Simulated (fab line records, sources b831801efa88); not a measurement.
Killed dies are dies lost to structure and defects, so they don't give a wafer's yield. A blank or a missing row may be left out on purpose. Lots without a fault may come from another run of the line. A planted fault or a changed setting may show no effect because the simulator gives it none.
One fault seen from 2 desks | flow sky130 | each desk has only its own numbers; what lay behind them comes last

THE METROLOGY DESK
What the gauges read, lot by lot, whatever tool the lot ran on: means of the sampled wafers that have a number. A lot is out of limits, marked OUT, if its mean lies more than 4 standard deviations from the usual mean; the brackets give that distance.
Columns: A = LI_CONTACT_BOW at SKY_LI_CONTACT_BOW_MEAS_03, usual 55 um; B = cd_nm at SKY_LI_CONTACT_CD_MEAS_12, usual 169.7 nm
lot  | first seen here | A  | B
L126 | day 28 00:58    | 63 | 168.9
L127 | day 28 07:10    | 61 | 167.4
L128 | day 28 13:59    | 48 | 170.7
L129 | day 28 17:28    | 54 | 169.6
L130 | day 29 17:08    | 52 | 170.8
L131 | day 30 01:16    | 53 | 170.3
L132 | day 30 04:41    | 51 | 170.8
L133 | day 30 16:24    | 56 | 168.9
L134 | day 31 02:17    | 49 | 169.8
L135 | day 31 05:23    | 49 | 170.3
L136 | day 31 11:23    | 57 | 171.7
L144 | day 34 01:13    | 53 | 169.1
L146 | day 34 13:34    | 55 | 169.5
L148 | day 35 00:34    | 49 | 168.3
This desk's finding: nothing out of limits on any of the 14 lots.

THE TOOL OWNER'S DESK: rie_metal-03
The tool's own readings at SKY_LOCAL_INTERCONNECT_METAL_ETCH_14 (etches TiN in Cl2/BCl3, stops on PSG, target depth 110 nm, time 31.4 s): means of the sampled wafers that have a number, for each lot that ran on this tool. A lot is out of limits, marked OUT, if its mean lies more than 4 standard deviations from the usual mean; the brackets give that distance.
Columns: A = chamber_pressure_mTorr at SKY_LOCAL_INTERCONNECT_METAL_ETCH_14, usual 9.999 mTorr; B = drypump_motor_current_A at SKY_LOCAL_INTERCONNECT_METAL_ETCH_14, usual 5.64 A; C = oes_product_au at SKY_LOCAL_INTERCONNECT_METAL_ETCH_14, usual 0.944 a.u.; D = rf_fwd_power_W at SKY_LOCAL_INTERCONNECT_METAL_ETCH_14, usual 890 W; E = throttle_valve_pct at SKY_LOCAL_INTERCONNECT_METAL_ETCH_14, usual 21.900 %
lot  | first seen here | A      | B    | C                | D   | E
L129 | day 31 03:29    | 9.999  | 5.60 | 0.939            | 896 | 21.900
L130 | day 32 03:08    | 9.999  | 5.61 | 0.947            | 894 | 21.890
L135 | day 33 13:03    | 10.003 | 5.62 | 0.948            | 892 | 21.898
L144 | day 36 07:18    | 9.995  | 5.52 | 0.898 (-6.2) OUT | 892 | 21.933
L146 | day 36 19:12    | 10.000 | 5.62 | 0.909 (-4.8) OUT | 892 | 21.928
This desk's finding: out of limits on L144, L146; first on L144, day 36 07:18 (oes_product_au at SKY_LOCAL_INTERCONNECT_METAL_ETCH_14). In limits: L129, L130, L135.

PUT TOGETHER
The tool owner's desk could have raised an alarm at day 36 07:18, on L144, L146.
The metrology desk saw nothing out of limits.
The metrology desk has L144, L146 on record, within its limits.
Of the lots named, all ran SKY_LOCAL_INTERCONNECT_METAL_ETCH_14 on rie_metal-03.

WHAT THE SIMULATOR HAD PUT IN
Process parameter drift: rie_metal-03, from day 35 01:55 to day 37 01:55, at SKY_LOCAL_INTERCONNECT_METAL_ETCH_14. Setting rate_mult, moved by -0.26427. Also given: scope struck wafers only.
Lots struck among those shown: L144, L146.
Hours from the fault's start to each desk's first reading out of limits: the tool owner's desk, 29.
